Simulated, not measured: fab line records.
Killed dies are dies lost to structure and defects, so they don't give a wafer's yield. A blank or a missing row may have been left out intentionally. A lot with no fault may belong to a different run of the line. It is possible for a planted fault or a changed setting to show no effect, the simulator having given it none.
Split-lot study || flow sky130 || 5 lots, 23 wafers read, on a route of 708 steps

THE SPLIT
At SKY_LDD_LDN_IMPLANT_08, the setting energy kev was moved away from the recipe's 15 on 11 of the 23 wafers read, by -1.6% to +5.4%. The other wafers ran this setting at the recipe's value.

The split's own step is where the reading is taken.

THE READING
In nm, at SKY_LDD_LDN_IMPLANT_08: implant.drp nm, which is the simulator's own figure and was read by no gauge. There is no usual value for it anywhere in the file.

{"wafer": "L074.1", "tool, chamber at the split": "implanter-03, 0", "energy kev as run": 15, "against the recipe": "recipe", "implant.drp nm, nm": 5.933, "against lot-mates on the recipe": "-"}
{"wafer": "L074.6", "tool, chamber at the split": "implanter-03, 0", "energy kev as run": 15, "against the recipe": "recipe", "implant.drp nm, nm": 5.933, "against lot-mates on the recipe": "-"}
{"wafer": "L074.3", "tool, chamber at the split": "implanter-03, 0", "energy kev as run": 15.47, "against the recipe": "+3.1%", "implant.drp nm, nm": 6.057, "against lot-mates on the recipe": "+0.124"}
{"wafer": "L074.4", "tool, chamber at the split": "implanter-03, 0", "energy kev as run": 15.47, "against the recipe": "+3.1%", "implant.drp nm, nm": 6.057, "against lot-mates on the recipe": "+0.124"}
{"wafer": "L074.5", "tool, chamber at the split": "implanter-03, 0", "energy kev as run": 15.47, "against the recipe": "+3.1%", "implant.drp nm, nm": 6.057, "against lot-mates on the recipe": "+0.124"}
{"wafer": "L075.1", "tool, chamber at the split": "implanter-01, 0", "energy kev as run": 15.28, "against the recipe": "+1.9%", "implant.drp nm, nm": 6.007, "against lot-mates on the recipe": "+0.074"}
{"wafer": "L075.4", "tool, chamber at the split": "implanter-01, 0", "energy kev as run": 15.28, "against the recipe": "+1.9%", "implant.drp nm, nm": 6.007, "against lot-mates on the recipe": "+0.074"}
{"wafer": "L075.6", "tool, chamber at the split": "implanter-01, 0", "energy kev as run": 15.28, "against the recipe": "+1.9%", "implant.drp nm, nm": 6.007, "against lot-mates on the recipe": "+0.074"}
{"wafer": "L075.3", "tool, chamber at the split": "implanter-01, 0", "energy kev as run": 15, "against the recipe": "recipe", "implant.drp nm, nm": 5.933, "against lot-mates on the recipe": "-"}
{"wafer": "L075.5", "tool, chamber at the split": "implanter-01, 0", "energy kev as run": 15, "against the recipe": "recipe", "implant.drp nm, nm": 5.933, "against lot-mates on the recipe": "-"}
{"wafer": "L078.2", "tool, chamber at the split": "implanter-03, 0", "energy kev as run": 14.76, "against the recipe": "-1.6%", "implant.drp nm, nm": 5.867, "against lot-mates on the recipe": -0.066}
{"wafer": "L078.6", "tool, chamber at the split": "implanter-03, 0", "energy kev as run": 14.76, "against the recipe": "-1.6%", "implant.drp nm, nm": 5.867, "against lot-mates on the recipe": -0.066}
{"wafer": "L078.3", "tool, chamber at the split": "implanter-03, 0", "energy kev as run": 15, "against the recipe": "recipe", "implant.drp nm, nm": 5.933, "against lot-mates on the recipe": "-"}
{"wafer": "L078.4", "tool, chamber at the split": "implanter-03, 0", "energy kev as run": 15, "against the recipe": "recipe", "implant.drp nm, nm": 5.933, "against lot-mates on the recipe": "-"}
{"wafer": "L078.5", "tool, chamber at the split": "implanter-03, 0", "energy kev as run": 15, "against the recipe": "recipe", "implant.drp nm, nm": 5.933, "against lot-mates on the recipe": "-"}
{"wafer": "L079.1", "tool, chamber at the split": "implanter-03, 0", "energy kev as run": 15, "against the recipe": "recipe", "implant.drp nm, nm": 5.933, "against lot-mates on the recipe": "-"}
{"wafer": "L079.2", "tool, chamber at the split": "implanter-03, 0", "energy kev as run": 15, "against the recipe": "recipe", "implant.drp nm, nm": 5.933, "against lot-mates on the recipe": "-"}
{"wafer": "L079.3", "tool, chamber at the split": "implanter-03, 0", "energy kev as run": 15, "against the recipe": "recipe", "implant.drp nm, nm": 5.933, "against lot-mates on the recipe": "-"}
{"wafer": "L081.2", "tool, chamber at the split": "implanter-01, 0", "energy kev as run": 15, "against the recipe": "recipe", "implant.drp nm, nm": 5.933, "against lot-mates on the recipe": "-"}
{"wafer": "L081.6", "tool, chamber at the split": "implanter-01, 0", "energy kev as run": 15, "against the recipe": "recipe", "implant.drp nm, nm": 5.933, "against lot-mates on the recipe": "-"}
{"wafer": "L081.3", "tool, chamber at the split": "implanter-01, 0", "energy kev as run": 15.81, "against the recipe": "+5.4%", "implant.drp nm, nm": 6.146, "against lot-mates on the recipe": "+0.213"}
{"wafer": "L081.4", "tool, chamber at the split": "implanter-01, 0", "energy kev as run": 15.81, "against the recipe": "+5.4%", "implant.drp nm, nm": 6.146, "against lot-mates on the recipe": "+0.213"}
{"wafer": "L081.5", "tool, chamber at the split": "implanter-01, 0", "energy kev as run": 15.81, "against the recipe": "+5.4%", "implant.drp nm, nm": 6.146, "against lot-mates on the recipe": "+0.213"}

THE FIT
A straight line over all 23 wafers: implant.drp nm changes by +0.0396 nm for each +1% of energy kev; r = +1.00; the points scatter about the line by 0.0008 nm.
The same after taking each lot's own level away (the mean of its wafers on the recipe; 23 wafers): +0.0396 nm for each +1%; r = +1.00; scatter 0.0008 nm.
On that fit, the largest move of energy kev shifts the reading by 0.21 nm.
The lots' own levels span 5.9330 to 5.9330 nm.
Consequently the slope shifts little with the lot-to-lot level, the two slopes agreeing.
Check: for one of the wafers moved furthest among these (+5.4%), held out of the fit, the line's prediction against its lot-mates is +0.214 nm. Against them it came out at +0.213 nm.

THE OTHER SPLITS THESE WAFERS WENT THROUGH
Note: prior to the reading, these wafers also went through further splits. Each is held against what the fit with the lots' levels taken away leaves over:
{"other split on the same wafers": "SKY_SONOS_ONO_EXPOSE_10 dose mj", "wafers away from the commonest value": 6, "r with implant.drp nm (lot level and that fit taken away)": "+0.27"}
{"other split on the same wafers": "SKY_SONOS_ONO_ETCH_15 time s", "wafers away from the commonest value": 10, "r with implant.drp nm (lot level and that fit taken away)": -0.34}
{"other split on the same wafers": "SKY_RES_PROTECT_COAT_02 resist thk nm", "wafers away from the commonest value": 8, "r with implant.drp nm (lot level and that fit taken away)": "+0.26"}
{"other split on the same wafers": "SKY_POLY_GATE_COAT_07 spin rpm", "wafers away from the commonest value": 9, "r with implant.drp nm (lot level and that fit taken away)": -0.34}
{"other split on the same wafers": "SKY_POLY_GATE_DEVELOP_12 develop time s", "wafers away from the commonest value": 5, "r with implant.drp nm (lot level and that fit taken away)": "+0.28"}
{"other split on the same wafers": "SKY_LDD_N_IMPLANT_10 energy kev", "wafers away from the commonest value": 9, "r with implant.drp nm (lot level and that fit taken away)": "+0.58"}
{"other split on the same wafers": "SKY_LDD_P_IMPLANT_09 dose cm2", "wafers away from the commonest value": 8, "r with implant.drp nm (lot level and that fit taken away)": "+0.38"}

THE WHOLE CHAIN: every reading that the file lists as answering this split, in the file's order
{"step": "SKY_LDD_LDN_IMPLANT_08", "what it does": "", "reading": "implant.rp nm (the simulator's own value, which no gauge read)", "change (the file's fit)": "+0.0863 nm for each +1% of the setting", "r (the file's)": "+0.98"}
{"step": "SKY_LDD_LDN_IMPLANT_08", "what it does": "", "reading": "implant.drp nm (the simulator's own value, which no gauge read)", "change (the file's fit)": "+0.0395 nm for each +1% of the setting", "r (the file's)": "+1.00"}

THE FILE'S OWN FIT
implant.drp nm changes by +0.0395 nm for each +1% of energy kev, r = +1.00.
